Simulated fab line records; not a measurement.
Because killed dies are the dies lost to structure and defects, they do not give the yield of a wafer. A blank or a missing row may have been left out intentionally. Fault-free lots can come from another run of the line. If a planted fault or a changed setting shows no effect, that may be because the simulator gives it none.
Matching of chambers -- flow sky130 -- SKY_VIA3_CMP_24 on cmp-02: 4 sister chambers
The step polishes, stops on SiO2, t overpolish 20 s, target thk 0 nm. 7 wafers are shown with their chamber, then 6 later ones without.

## WAFERS WITH THEIR CHAMBER
wafer,chamber,motorCurrentA (A),timeToEndpointS (s)
L324.6,2,10.2,100
L326.6,0,9.8,102
L328.1,0,9.8,99
L328.3,1,8.0,92
L328.4,3,10.4,92
L330.1,3,10.4,93
L330.4,1,8.7,95

## WAFERS MISSING THEIR CHAMBER
wafer,motorCurrentA (A),timeToEndpointS (s)
L330.5,11.2,104
L333.2,10.9,91
L333.3,9.9,104
L333.5,10.4,94
L339.5,10.9,91
L339.6,11.0,103

## THE CHAMBER EACH PASSED THROUGH
wafer,from the rows above,in truth
L330.5,can't be placed: 2 or 0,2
L333.2,3,3
L333.3,can't be placed: 0 or 2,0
L333.5,3,3
L339.5,3,3
L339.6,can't be placed: 2 or 0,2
Correct placement for 3 of the 6. Can't be placed from these rows: 3 (the true chamber is among the candidates in 3). Wrongly placed: 0.
How it was worked out, from the rows above alone: a wafer's distance from a chamber is the root of the sum, over the readings, of the square of ((its reading less the chamber's mean) divided by the reading's scatter). The wafer belongs to the nearest chamber; if the next one is less than 2 further off, it can't be placed. A chamber's mean is the mean of its shown wafers. The scatter is the square root of a quotient: the sum, over the shown wafers, of each reading's squared deviation from its chamber's mean, divided by wafers minus chambers.
